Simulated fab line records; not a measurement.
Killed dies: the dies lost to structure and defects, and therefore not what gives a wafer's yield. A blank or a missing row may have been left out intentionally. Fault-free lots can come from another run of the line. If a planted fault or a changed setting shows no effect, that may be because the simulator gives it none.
A lot that was struck, set against a sound lot :: flow sky130 :: 16 out of 708 route steps
Sound: wafers L323.2, L323.3, L323.6. Struck: wafer L330.3. The cause is named last.
Order at every step that has rows: each side's tool, ch and its chambers, its first start. Under that, the readings that differ: sound wafers :: struck wafers :: difference of the means :: sigmas: that difference in standard deviations of wafers without a fault.
alike: readings whose means differ by less than 2 such deviations, and words and numbers that are the same on both sides. not compared: withheld readings, readings that some wafer has no value for, bounds like >300 that may hide the same value, and numbers for which the record gives no deviation and whose values overlap.
Wherever a step has rows on one side only, a row that says differs or no value, or a row with sigmas, the two part there. Numbers that don't overlap but have no deviation are shown without sigmas and don't part them. A reading missing from all wafers of one side parts the sides only when that side holds two or more wafers.

first, 1 step without rows for these wafers: SKY_FIELD_ISO_DEVELOP_12 (develop time 60 s).
SKY_FIELD_ISO_CD_MEAS_13 targets a cd of 150 nm.
  sound: cd_sem-02 at day 3 07:20; struck: cd_sem-02 at day 4 22:00
  alike: cd_nm
SKY_FIELD_ISO_ETCH_14: etches BARC in N2/H2, stops on SiO2, time 45.9 s, target depth 60 nm.
  sound on rie_diel-02 ch 2,3, day 3 07:26; struck on rie_diel-02 ch 2, day 4 22:05
  alike: bias_w, drypump_motor_current_A, h2_flow_sccm, oes_product_au, throttle_valve_pct
  not compared: rf_hours_counter_h
SKY_FIELD_ISO_ETCH_15: etches the open film in CHF3/O2, stops on Si, target depth 180 nm, time 72 s.
  sound on rie_diel-02 ch 2,3, day 3 07:28; struck on rie_diel-02 ch 2, day 4 22:07
  alike: bias_w, chf3_flow_sccm, drypump_motor_current_A, oes_product_au, throttle_valve_pct
  not compared: rf_hours_counter_h
SKY_FIELD_ISO_STRIP_16: strips in O2/N2.
  sound on plasma_asher-03 ch 0,1, day 3 07:32; struck on plasma_asher-02 ch 0, day 4 22:13
  alike: drypump_motor_current_A, oes_product_au, strip_time_to_endpoint_s
  not compared: rf_hours_counter_h
SKY_FIELD_ISO_ETCH_17: etches Si in HBr/Cl2/O2, target depth 342 nm, time 97.7 s.
  sound on rie_si-02 ch 0,2,3, day 3 07:38; struck on rie_si-01 ch 0, day 4 22:17
  alike: HBr_flow_sccm, bias_w, drypump_motor_current_A, oes_product_au, throttle_valve_pct
  not compared: rf_hours_counter_h
then, 5 steps without rows for these wafers: SKY_FIELD_ISO_WET_ETCH_18 (etches Si3N4 in H3PO4, target depth 25 nm, time 286 s); SKY_FIELD_ISO_CLEAN_19 (cleans in SC1/SC2, time 150 s); SKY_FIELD_ISO_CLEAN_20 (cleans in dHF, time 20 s); SKY_FIELD_ISO_WET_ETCH_21 (etches SiO2 in dHF, target depth 20 nm, time 400 s); SKY_FIELD_ISO_OXIDATION_22 (stabilise 600 s, purge 300 s, target thk 10 nm).
SKY_FIELD_ISO_THK_MEAS_23:
  sound: film_metro-02 at day 3 09:49; struck: film_metro-02 at day 4 23:49
reading: FIELD_ISO_OXIDATION_01_THK (nm)
sound: 10.18 10.27 10.03
struck: 9.84
difference: -0.32
sigmas: -2
SKY_FIELD_ISO_CVD_24: deposits SiO2, target thk 595 nm, time 99.2 s.
  sound on hdpcvd-02 ch 0,1,2, day 3 09:52; struck on hdpcvd-01 ch 0, day 4 23:51
reading: model.SiO2_of_FIELD_ISO_CVD_24.thk_nm (nm)
sound: 599.9 587.7 594
struck: 784.3
difference: +190.4
sigmas: 
  alike: susceptor_temp_C
SKY_FIELD_ISO_THK_MEAS_25:
  sound: film_metro-04 at day 3 09:57; struck: film_metro-02 at day 5 00:10
reading: FIELD_ISO_CVD_24_THK (nm)
sound: 600 588 594
struck: 785
difference: +191
sigmas: +29
  not compared: hold
SKY_FIELD_ISO_CMP_27: polishes, stops on Si3N4, t overpolish 16 s, target thk 457.8 nm.
  sound on cmp-02 ch 0,1,2, day 3 11:33; struck on cmp-01 ch 2, day 5 06:08
reading: time_to_endpoint_s (s)
sound: 119 109 114
struck: 153
difference: +39
sigmas: +11
  alike: head_pressure_psi, motor_current_A, retaining_ring_pressure_frac
then, 1 step without rows for these wafers: SKY_FIELD_ISO_WET_ETCH_28 (etches SiO2 in dHF, target depth 23.7 nm, time 47 s).

== WHERE THEY PART ==
Last at SKY_FIELD_ISO_CMP_27 as far as this record goes, first at SKY_FIELD_ISO_THK_MEAS_23.

WHY: what had been put in by the simulator
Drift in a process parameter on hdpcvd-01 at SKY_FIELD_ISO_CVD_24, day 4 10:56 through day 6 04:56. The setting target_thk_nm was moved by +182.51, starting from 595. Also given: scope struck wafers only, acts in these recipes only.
